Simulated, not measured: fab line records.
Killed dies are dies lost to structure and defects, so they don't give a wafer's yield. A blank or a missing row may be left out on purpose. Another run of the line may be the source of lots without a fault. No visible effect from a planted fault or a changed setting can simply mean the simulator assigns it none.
8D (eight disciplines) problem report, filled in by code -- flow sky130 -- the parts of the form that need people (team, actions taken, sign-off) are left out

## 1. THE PROBLEM
Wafers free of any fault read 209.7 (standard deviation 0.98) for VT_ADJUST_HVTR_TW at SKY_VT_ADJUST_HVTR_TW_MEAS_11, against a mean of 143.0 on 6 wafers of 2 lots. That is -68 standard deviations from the usual mean.
First seen on wafer L421.1, day 15 10:10, on film_metro-01. Wafers with a number at this step in the record: 36, from 12 lots. By rule, "out" or "out of limits" means more than 4 standard deviations away from the usual mean. The rest of the wafers with a number are treated as sound.

## 2. WHAT IT IS; WHAT IT IS NOT
question,is,is not
which readings at this step,VT_ADJUST_HVTR_TW,-
which lots,"L421, L423","L403, L404, L406, L407, L408, L409, L411, L415, L420, L424"
which wafers of those lots,all that have a number,-
read on which gauges,film_metro-01,film_metro-03
when,from day 15 10:10,up to then (27 sound wafers); but 3 sound wafers of L424 came after

## 3. SUSPECTS, AND WHAT RULES EACH OUT
Counting: any tool at a process step up to the reading is kept as a suspect provided that every lot that is out went through it and no sound lot did after the first of them.
- the gauge at SKY_VT_ADJUST_HVTR_TW_MEAS_11 is ruled out. All the wafers that are out were read on film_metro-01, but those of them that SKY_VT_ADJUST_HVTR_IMPLANT_09 has rows for are out there too, on other tools.
- plasma_asher-02 at SKY_DNWELL_STRIP_08 (strips in O2/N2): kept. Every lot that is out went through it, starting with L421 (day 7 12:28), and after that it ran no sound lot; the last sound lot it ran before then is L420 (day 7 11:32).
- implanter-01 at SKY_VT_ADJUST_HVTR_IMPLANT_09: kept. Every lot that is out went through it, starting with L421 (day 15 09:55), and after that it ran no sound lot; the last sound lot it ran before then is L411 (day 12 05:44). Its own readings are out on those wafers: dose_ions_cm2, faraday_current_uA.
The count leaves implanter-01 at SKY_VT_ADJUST_HVTR_IMPLANT_09 and plasma_asher-02 at SKY_DNWELL_STRIP_08.

## 4. THE CAUSE (what the simulator had put in)
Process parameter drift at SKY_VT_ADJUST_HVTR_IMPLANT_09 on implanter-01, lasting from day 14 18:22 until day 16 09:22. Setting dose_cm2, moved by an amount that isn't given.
This tool is one of the 2 suspects left after counting.

## 5. SEQUENCE OF EFFECTS, ordered by route
Each row: a reading where the mean over the struck wafers with a number is more than 3 standard deviations away from the usual. Readings are gone through only where the record gives a usual standard deviation; hours: the median, over the lots, of the time from a lot's start at the first step in this table giving one to that lot's start at this step; sigmas: the change measured in usual standard deviations.
hours,step,reading,usual,on struck wafers,change,sigmas
0,SKY_VT_ADJUST_HVTR_IMPLANT_09,dose_ions_cm2,2.1002e+12,5.1327e+11,-1.5869e+12,-99 or more
0,SKY_VT_ADJUST_HVTR_IMPLANT_09,faraday_current_uA,11.86,2.91,-8.95,-39
0,SKY_VT_ADJUST_HVTR_TW_MEAS_11,VT_ADJUST_HVTR_TW,209.7,143.0,-66.7,-68
Its process steps:
- SKY_VT_ADJUST_HVTR_IMPLANT_09
Later measuring or inspecting steps at which every struck wafer that the step has a row for has a number for every such reading, and none has moved that far: SKY_SONOS_TUNNEL_TW_MEAS_12.

## 6. WHAT WOULD HAVE CAUGHT IT SOONER
Counted from the fault's start at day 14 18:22, it took 16 hours until the first out-of-limits reading at a measuring or inspecting step in this record, taken at day 15 10:10.
At SKY_VT_ADJUST_HVTR_IMPLANT_09, the tool's own readings (dose_ions_cm2, faraday_current_uA) were out on each struck wafer the step has a row for, so an alarm limit on them would have fired on the first such wafer.
Lots out: 2; of these, L423 started SKY_VT_ADJUST_HVTR_IMPLANT_09 on implanter-01 after day 15 10:10. A tool hold placed at that time would have kept it from harm.
